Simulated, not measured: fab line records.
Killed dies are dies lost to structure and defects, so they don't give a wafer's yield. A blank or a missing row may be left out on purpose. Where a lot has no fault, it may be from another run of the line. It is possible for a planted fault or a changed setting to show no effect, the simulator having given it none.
Which tool was responsible? -- flow gf180mcu -- 45 wafers from 15 lots sampled at 6 of the route's 602 steps

== WHAT THE GAUGES READ, wafer by wafer ==
GF_SAB_OVL_MEAS_10.
lot,measured,on,SAB_OVL (nm)
L648,day 15 07:52,overlay-01,-1.6 0.5 -1.4
L650,day 15 23:39,overlay-01,0.7 -0.8 1.1
L651,day 16 08:27,overlay-02,-1.8 -2.1 -4.2
L652,day 16 14:55,overlay-02,1.3 1.4 -0.2
L654,day 17 23:22,overlay-01,-0.5 -0.7 -1.2
L657,day 19 15:43,overlay-02,-2.2 -0.9 -0.6
L659,day 19 20:41,overlay-01,-0.1 -0.9 -2.0
L658,day 20 00:17,overlay-01,-1.3 -0.2 -1.7
L661,day 20 02:28,overlay-02,-2.5 -1.1 -2.5
L663,day 21 00:27,overlay-02,-0.8 0.0 -1.1
L664,day 21 13:32,overlay-02,-0.5 0.8 0.1
L665,day 21 13:50,overlay-02,-0.8 -0.8 1.3
L666,day 21 20:47,overlay-01,-2.0 -0.8 0.3
L667,day 22 02:35,overlay-01,0.7 1.1 -0.2
L670,day 23 04:12,overlay-02,-1.7 -0.7 0.5

GF_CONTACT_THK_MEAS_01.
lot,measured,on,CONTACT_CVD_00_THK (nm)
L648,day 15 08:49,film_metro-03,298.0 299.5 300.9
L650,day 16 00:39,film_metro-04,301.9 302.2 299.5
L651,day 16 09:24,film_metro-04,298.6 305.1 300.7
L652,day 16 15:52,film_metro-04,301.2 303.3 305.4
L654,day 18 00:19,film_metro-03,303.5 303.1 301.1
L657,day 19 16:40,film_metro-01,300.4 297.4 301.4
L659,day 19 21:52,film_metro-01,601.2 603.6 598.3
L658,day 20 01:40,film_metro-03,607.9 606.4 608.4
L661,day 20 03:53,film_metro-03,602.9 598.1 606.5
L663,day 21 01:29,film_metro-01,302.5 299.4 304.0
L664,day 21 14:35,film_metro-01,300.3 299.9 300.7
L665,day 21 14:55,film_metro-01,295.8 296.2 294.8
L666,day 21 21:44,film_metro-04,300.5 297.8 301.9
L667,day 22 03:32,film_metro-01,301.4 302.0 302.1
L670,day 23 05:09,film_metro-03,303.2 302.4 303.3

GF_CONTACT_BOW_MEAS_05.
lot,measured,on,CONTACT_BOW (um)
L648,day 15 09:19,film_metro-01,61 68 75
L650,day 16 01:09,film_metro-04,69 69 77
L651,day 16 09:54,film_metro-03,64 74 61
L652,day 16 16:22,film_metro-03,62 72 69
L654,day 18 00:51,film_metro-03,61 67 61
L657,day 19 17:11,film_metro-01,66 65 69
L659,day 19 22:21,film_metro-01,87 85 73
L658,day 20 02:09,film_metro-03,93 76 81
L661,day 20 04:23,film_metro-03,83 82 92
L663,day 21 01:59,film_metro-01,63 62 58
L664,day 21 15:05,film_metro-01,69 74 63
L665,day 21 15:25,film_metro-03,70 73 71
L666,day 21 22:17,film_metro-04,60 69 62
L667,day 22 04:02,film_metro-03,70 70 66
L670,day 23 05:39,film_metro-03,82 66 68

== EACH LOT AND THE TOOL THAT RAN IT (in order: tool; ch and the chambers of the sampled wafers; start) ==
lot,GF_SAB_ETCH_11,GF_SALICIDE_RTA_08,GF_CONTACT_CVD_00
L648,"rie_diel-02 ch 1,2, day 15 07:54","rtp_anneal-01 ch 0, day 15 08:41","hdpcvd-01 ch 0,1, day 15 08:47"
L650,"rie_diel-03 ch 0,1,2, day 15 23:41","rtp_anneal-01 ch 0, day 16 00:31","hdpcvd-02 ch 0,1,2, day 16 00:35"
L651,"rie_diel-04 ch 0,1,2, day 16 08:29","rtp_anneal-02 ch 0, day 16 09:16","hdpcvd-01 ch 0,2, day 16 09:20"
L652,"rie_diel-02 ch 0,1, day 16 14:56","rtp_anneal-01 ch 0, day 16 15:44","hdpcvd-02 ch 0,1, day 16 15:47"
L654,"rie_diel-03 ch 0,3, day 17 23:24","rtp_anneal-02 ch 0, day 18 00:11","hdpcvd-01 ch 0,1, day 18 00:16"
L657,"rie_diel-04 ch 1,2,3, day 19 15:44","rtp_anneal-02 ch 0, day 19 16:32","hdpcvd-01 ch 0,1,2, day 19 16:37"
L659,"rie_diel-04 ch 0,1,2, day 19 20:44","rtp_anneal-01 ch 0, day 19 21:30","hdpcvd-02 ch 0,1,2, day 19 21:36"
L658,"rie_diel-04 ch 0,1, day 20 00:20","rtp_anneal-01 ch 0, day 20 01:13","hdpcvd-01 ch 0,1,2, day 20 01:25"
L661,"rie_diel-02 ch 0,1,2, day 20 02:30","rtp_anneal-01 ch 0, day 20 03:26","hdpcvd-01 ch 0,1,2, day 20 03:37"
L663,"rie_diel-04 ch 1,2,3, day 21 00:29","rtp_anneal-02 ch 0, day 21 01:20","hdpcvd-01 ch 0,2, day 21 01:26"
L664,"rie_diel-03 ch 0,3, day 21 13:35","rtp_anneal-02 ch 0, day 21 14:26","hdpcvd-02 ch 1,2, day 21 14:32"
L665,"rie_diel-02 ch 0,1,2, day 21 13:53","rtp_anneal-02 ch 0, day 21 14:46","hdpcvd-01 ch 0,2, day 21 14:52"
L666,"rie_diel-03 ch 1,2,3, day 21 20:50","rtp_anneal-02 ch 0, day 21 21:35","hdpcvd-01 ch 0,1,2, day 21 21:41"
L667,"rie_diel-04 ch 0,2,3, day 22 02:38","rtp_anneal-01 ch 0, day 22 03:23","hdpcvd-01 ch 0,1,2, day 22 03:29"
L670,"rie_diel-03 ch 0,1,2, day 23 04:14","rtp_anneal-02 ch 0, day 23 05:01","hdpcvd-02 ch 0,2, day 23 05:05"
- GF_SAB_ETCH_11: etches SiO2 in C4F8/O2/Ar, target depth 55 nm, time 8.5 s.
- GF_SALICIDE_RTA_08: time 30 s.
- GF_CONTACT_CVD_00: deposits SiO2, target thk 300 nm, time 50 s.

== WHAT THE TOOLS THEMSELVES READ (means of the sampled wafers that have a number; where no wafer has one, the mark that the record gives instead) ==
GF_SAB_ETCH_11.
lot,tool,oes_product_au (a.u.),rf_fwd_power_W (W)
L648,rie_diel-02,1.005,1469
L650,rie_diel-03,0.998,1472
L651,rie_diel-04,1.004,1461
L652,rie_diel-02,1.009,1464
L654,rie_diel-03,0.982,1481
L657,rie_diel-04,0.983,1467
L659,rie_diel-04,1.002,1463
L658,rie_diel-04,0.999,1467
L661,rie_diel-02,1.008,1464
L663,rie_diel-04,0.995,1470
L664,rie_diel-03,0.993,1471
L665,rie_diel-02,1.011,1467
L666,rie_diel-03,1.004,1465
L667,rie_diel-04,0.994,1468
L670,rie_diel-03,0.997,1475

GF_SALICIDE_RTA_08.
lot,tool,lamp_power_pct (%),wafer_temp_C_max
L648,rtp_anneal-01,18.64,803.7
L650,rtp_anneal-01,18.65,803.2
L651,rtp_anneal-02,18.27,804.3
L652,rtp_anneal-01,18.64,804.0
L654,rtp_anneal-02,18.29,804.4
L657,rtp_anneal-02,18.27,804.8
L659,rtp_anneal-01,18.67,803.1
L658,rtp_anneal-01,18.64,802.7
L661,rtp_anneal-01,18.63,803.4
L663,rtp_anneal-02,18.26,804.0
L664,rtp_anneal-02,18.27,803.3
L665,rtp_anneal-02,18.28,804.5
L666,rtp_anneal-02,18.28,803.9
L667,rtp_anneal-01,18.65,802.7
L670,rtp_anneal-02,18.29,804.2

== THE ANSWER, worked out from the rows above alone ==
Rule: the lots themselves supply what counts as usual. Put in order of their means at a reading, lots are off if they are a third of the lots or fewer, leave a main group of 4 or more, and stand apart from it by a gap of 3 or more times the standard deviation of the main group's means; of several such gaps the widest counts. A main group is skipped when, at the precision printed for the reading in the tables above, its means are all equal. A lot without any number at a reading at which 4 lots or more have one is off too. Any other lot the step has rows for is counted as sound. First the gauges in route order, then the tools' own readings, where a lot's mean is used as printed above. The first step at which some lot is off is used, and at that step the reading that is off furthest; a lot without a number counts as furthest.
Off: L659, L658, L661, seen at GF_CONTACT_THK_MEAS_01 (CONTACT_CVD_00_THK). Mean 300.9 nm and standard deviation 2 in the main group.
A tool fits if, at a process step before that reading, it ran every lot that is off, and no sound lot after the first of them. Gauges at GF_CONTACT_THK_MEAS_01: tried the same way as those tools. Not one of the candidates tried fits.

== WHAT THE SIMULATOR PUT IN ==
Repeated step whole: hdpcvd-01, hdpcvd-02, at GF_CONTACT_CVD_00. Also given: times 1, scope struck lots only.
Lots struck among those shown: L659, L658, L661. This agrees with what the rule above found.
